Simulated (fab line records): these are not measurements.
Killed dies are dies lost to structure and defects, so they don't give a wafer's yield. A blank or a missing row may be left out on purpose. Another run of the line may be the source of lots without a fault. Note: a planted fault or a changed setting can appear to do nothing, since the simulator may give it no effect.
Chamber matching | flow gf180mcu | GF_V3_CMP_26 on cmp-02: 4 sister chambers
The step polishes, stops on SiO2, t overpolish 15 s, target thk 0 nm. 8 wafers are shown with their chamber, then 12 later ones without.

WAFERS, EACH WITH ITS CHAMBER
wafer  | chamber | motor current A (A) | time to endpoint s (s)
L089.6 | 1       | 10.9                | 88
L091.1 | 3       | 13.8                | 89
L091.4 | 1       | 11.2                | 85
L093.4 | 2       | 8.9                 | 87
L093.5 | 0       | 12.4                | 91
L094.1 | 2       | 8.7                 | 94
L094.2 | 3       | 13.3                | 93
L094.3 | 0       | 12.0                | 89

WAFERS WITHOUT THEIR CHAMBER
wafer  | motor current A (A) | time to endpoint s (s)
L095.2 | 12.0                | 88
L095.4 | 8.7                 | 87
L095.6 | 12.2                | 85
L096.1 | 12.1                | 83
L096.4 | 13.2                | 93
L096.6 | 11.2                | 92
L097.4 | 11.8                | 90
L097.5 | 11.7                | 91
L097.6 | 10.9                | 92
L097.1 | 11.0                | 92
L097.2 | 14.5                | 97
L097.3 | 8.5                 | 90

WHICH CHAMBER EACH WENT THROUGH
wafer  | from the rows above     | in truth
L095.2 | 0                       | 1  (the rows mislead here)
L095.4 | 2                       | 2
L095.6 | 0                       | 0
L096.1 | can't be placed: 0 or 1 | 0
L096.4 | 3                       | 3
L096.6 | 1                       | 1
L097.4 | can't be placed: 0 or 1 | 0
L097.5 | can't be placed: 0 or 1 | 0
L097.6 | 1                       | 1
L097.1 | 1                       | 1
L097.2 | 3                       | 3
L097.3 | 2                       | 2
Placed correctly: 8 of 12. Unplaceable from these rows: 3, with the true chamber sitting among the candidates in 3. Wrongly placed: 1.
How it was worked out, from the rows above alone: a wafer's distance from a chamber is the root of the sum, over the readings, of the square of ((its reading less the chamber's mean) divided by the reading's scatter). If the next closest chamber is less than 2 further off than the closest, the wafer can't be placed; otherwise it belongs to the closest. For every chamber, the mean is computed from those of its wafers that are shown. The scatter: take each reading less its chamber's mean, square it, sum over the shown wafers, divide by the number of wafers less the number of chambers, and take the root.
